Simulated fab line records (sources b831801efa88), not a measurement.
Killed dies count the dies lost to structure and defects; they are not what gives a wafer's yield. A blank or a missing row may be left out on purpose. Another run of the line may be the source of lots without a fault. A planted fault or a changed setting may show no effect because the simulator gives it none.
Which of the tools did it? -- flow sky130 -- 12 lots, 36 wafers sampled, at 3 steps of a route of 708

== WHAT THE GAUGES READ, wafer by wafer ==
SKY_FIELD_ISO_THK_MEAS_25.
lot,measured,on,FIELD_ISO_CVD_24_THK (nm)
L561,day 2 12:17,film-metro-04,591 600 594
L562,day 2 18:39,film-metro-03,593 589 592
L563,day 3 01:04,film-metro-01,593 587 596
L566,day 3 12:56,film-metro-04,587 584 591
L568,day 4 05:56,film-metro-04,590 585 590
L571,day 4 17:21,film-metro-04,596 597 593
L572,day 4 20:39,film-metro-03,594 589 595
L574,day 5 07:12,film-metro-03,584 582 584
L578,day 6 04:05,film-metro-03,599 595 601
L579,day 6 10:48,film-metro-01,594 592 589
L581,day 6 23:05,film-metro-03,595 600 600
L583,day 7 07:59,film-metro-01,588 589 592

SKY_NWELL_OVL_MEAS_23.
lot,measured,on,NWELL_01_OVL (nm)
L561,day 5 12:05,overlay-02,0.2 0.5 0.0
L562,day 5 18:36,overlay-01,-2.6 -3.2 -1.7
L563,day 6 02:40,overlay-01,-0.9 -1.1 -1.5
L566,day 6 17:32,overlay-02,-0.5 -1.1 -0.5
L568,day 7 12:41,overlay-01,-0.4 -1.0 -2.2
L571,day 8 01:04,overlay-01,2.4 0.0 0.6
L572,day 8 09:47,overlay-02,-3.3 -1.8 -2.9
L574,day 8 17:11,overlay-02,-0.3 -2.2 -1.4
L578,day 9 16:50,overlay-02,-1.2 -0.7 -0.4
L579,day 10 01:35,overlay-01,-0.5 -1.8 -0.2
L581,day 10 15:53,overlay-02,-3.0 -2.6 -1.3
L583,day 11 01:02,overlay-01,0.0 1.1 -0.4

== WHAT TOOL EACH LOT RAN ON (gives the tool, then ch and the chambers of the sampled wafers, and finally the start) ==
lot,SKY_FIELD_ISO_ETCH_14
L561,"rie-diel-02 ch 0,1,2, day 2 10:26"
L562,"rie-diel-01 ch 0,3, day 2 15:49"
L563,"rie-diel-02 ch 1,2,3, day 2 21:55"
L566,"rie-diel-04 ch 0,1, day 3 11:05"
L568,"rie-diel-04 ch 0,2, day 4 03:37"
L571,"rie-diel-04 ch 1,2,3, day 4 14:14"
L572,"rie-diel-04 ch 0,2,3, day 4 18:46"
L574,"rie-diel-01 ch 0,2,3, day 5 04:32"
L578,"rie-diel-02 ch 0,1, day 6 02:14"
L579,"rie-diel-01 ch 0,1,2, day 6 08:38"
L581,"rie-diel-01 ch 0,1, day 6 18:19"
L583,"rie-diel-01 ch 0,1, day 7 04:46"
- SKY_FIELD_ISO_ETCH_14: etches BARC in N2/H2, stops on SiO2, time 45.9 s, target depth 60 nm.

== WHAT THE TOOLS THEMSELVES READ (means of the sampled wafers that have a number; where no wafer has one, the mark that the record gives instead) ==
SKY_FIELD_ISO_ETCH_14.
lot,tool,bias-w (W),drypump-motor-current-A (A),oes-product-au (a.u.),throttle-valve-pct (%)
L561,rie-diel-02,99.73,5.5,0.848,13.222
L562,rie-diel-01,100.02,5.1,0.847,13.220
L563,rie-diel-02,99.72,5.6,0.846,13.222
L566,rie-diel-04,100.32,6.0,0.857,13.217
L568,rie-diel-04,99.98,6.1,0.852,13.224
L571,rie-diel-04,110.03,6.3,0.852,13.225
L572,rie-diel-04,109.90,6.2,0.849,13.233
L574,rie-diel-01,99.96,5.2,0.854,13.220
L578,rie-diel-02,99.67,5.2,0.851,13.213
L579,rie-diel-01,100.18,5.3,0.849,13.228
L581,rie-diel-01,100.03,5.2,0.849,13.228
L583,rie-diel-01,99.95,5.5,0.854,13.223

== THE ANSWER, worked out from the rows above alone ==
Rule: the usual values come from the lots themselves. The widest of any qualifying gaps counts: lots, ordered by their means at a reading, are off when they make up no more than a third of the lots, leave a main group of 4 or more, and stand apart from it by 3 or more times the standard deviation of that group's means. Not used: any main group whose means are identical at the precision the tables above print for the reading. A lot without any number at a reading at which 4 lots or more have one is off too. All remaining lots with rows at the step are treated as sound. After the gauges, taken in route order, come the tools' own readings; for these a lot's mean is taken, as printed above. The first step at which some lot is off is used, and at that step the reading that is off furthest; a lot without a number counts as furthest.
Off: L571, L572 (SKY_FIELD_ISO_ETCH_14, bias-w). For the main group the mean is 99.96 W and the standard deviation 0.2.
If a tool, at that step or one of the process steps before it, ran each lot that is off and ran no sound lot following the first of them, it fits. One fits: SKY_FIELD_ISO_ETCH_14 on rie-diel-04. A fault onset in the window from L568 (day 4 03:37, its last sound lot) to L571 (day 4 14:14, its first lot off) fits.
On the lots that are off, the tool's own readings at SKY_FIELD_ISO_ETCH_14 differ by more than 5 times the standard deviation of the sound lots' means, which bears it out; bias-w reads 109.97 W there versus 99.96 W on the sound lots.

== WHAT THE SIMULATOR HAD INSERTED ==
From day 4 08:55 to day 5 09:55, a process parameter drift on rie-diel-04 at SKY_FIELD_ISO_ETCH_14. From 100, the setting bias-w moved by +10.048. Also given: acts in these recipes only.
Struck lots among those shown: L571, L572. The rule above found the same.
